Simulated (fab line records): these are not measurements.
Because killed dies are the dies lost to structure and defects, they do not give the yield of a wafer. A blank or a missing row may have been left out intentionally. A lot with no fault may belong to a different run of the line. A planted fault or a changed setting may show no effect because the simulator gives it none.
A struck lot beside a sound one | flow sky130 | 15 steps out of a route of 708
Sound: wafers L133.2, L133.4, L133.6. Struck: wafers L139.4, L139.5, L139.6. The cause comes at the end.
Per side, at each step with rows, come the tool, then ch with its chambers, and then its first start. Under that, the readings that differ: sound wafers | struck wafers | difference of the means | sigmas: that difference in standard deviations of wafers without a fault.
alike: same words and numbers on both sides, and readings whose means sit less than 2 such deviations apart. not compared: any withheld reading, any reading some wafer has no value for, any bound like >300 that may hide the same value, and any number with overlapping values for which the record gives no deviation.
A row with sigmas, a row that says differs or no value, or rows on one side alone: a step with any of these is where the two part. Non-overlapping numbers with no deviation appear without sigmas and do not part them. Lack of a reading on every wafer of one side parts them only where that side has two or more wafers.

first, 7 steps without rows for these wafers: SKY_LOCAL_INTERCONNECT_HMDS_04 (prime time 60 s); SKY_LOCAL_INTERCONNECT_COAT_05 (resist thk 60 nm); SKY_LOCAL_INTERCONNECT_COAT_06 (resist thk 445.2 nm); SKY_LOCAL_INTERCONNECT_SOFTBAKE_07 (time 90 s); SKY_LOCAL_INTERCONNECT_EXPOSE_08 (exposes mask LI1M, target cd 170 nm); SKY_LOCAL_INTERCONNECT_PEB_09; SKY_LOCAL_INTERCONNECT_DEVELOP_10 (develop time 60 s).
SKY_LOCAL_INTERCONNECT_CD_MEAS_11 targets a cd of 170 nm.
  sound on cd sem-01 at day 32 17:11; struck on cd sem-02 at day 34 06:27
  alike: cd nm
SKY_LOCAL_INTERCONNECT_OVL_MEAS_12:
  sound on overlay-01 at day 32 17:17; struck on overlay-01 at day 34 06:31
  alike: LOCAL_INTERCONNECT_OVL
SKY_LOCAL_INTERCONNECT_ETCH_13: etches BARC in N2/H2, stops on SiO2, time 45.9 s, target depth 60 nm.
  sound on rie metal-03 ch 0, day 32 17:19; struck on rie metal-04 ch 1, day 34 06:36
  alike: chamber pressure mTorr, drypump motor current A, h2 flow sccm, he backside leak sccm, oes product au, rf fwd power W, throttle valve pct
  not compared: rf hours counter h
SKY_LOCAL_INTERCONNECT_METAL_ETCH_14: etches TiN in Cl2/BCl3, stops on PSG, target depth 110 nm, time 31.4 s.
  sound on rie metal-03 ch 0, day 32 17:23; struck on rie metal-04 ch 1, day 34 06:43
  alike: chamber pressure mTorr, drypump motor current A, he backside leak sccm, oes product au, rf fwd power W, throttle valve pct
  not compared: rf hours counter h
SKY_LOCAL_INTERCONNECT_STRIP_15: strips in O2/N2.
  sound on plasma asher-02 ch 0,1, day 32 17:26; struck on plasma asher-01 ch 0,1, day 34 06:48
  reading                     | sound       | struck      | difference | sigmas
  drypump motor current A (A) | 5.4 5.4 6.0 | 6.5 6.5 6.7 | +1.0       | +2
  alike: chamber pressure mTorr, oes product au, strip time to endpoint s
  not compared: rf hours counter h
SKY_LOCAL_INTERCONNECT_STRIP_16: strips in post etch residue remover, time 1223 s.
  sound on wet bench-04 ch 1, day 32 17:32; struck on wet bench-04 ch 1, day 34 06:52
  no value came back on the struck wafers for bath guard temp C (C), bath heat duty pct (%), time s (s); on the sound wafers bath guard temp C (C) reads 72.3 72.7 72.1
then, 1 step without rows for these wafers: SKY_LOCAL_INTERCONNECT_CLEAN_17 (cleans in IPA, time 180 s).
-- here the record skips 14 days between the struck wafers' starts before and after, leaving off in module LOCAL_INTERCONNECT and picking up in module PAD_OPEN (first step shown: number 708 of the route) --
SKY_PAD_OPEN_PROBE_99:
  record: rows for the struck wafers here (prober-02, day 48 15:59), none for the sound ones

## WHERE THEY PART
First at SKY_LOCAL_INTERCONNECT_STRIP_15; last, within this record, at SKY_PAD_OPEN_PROBE_99.

WHY: what the simulator had put in
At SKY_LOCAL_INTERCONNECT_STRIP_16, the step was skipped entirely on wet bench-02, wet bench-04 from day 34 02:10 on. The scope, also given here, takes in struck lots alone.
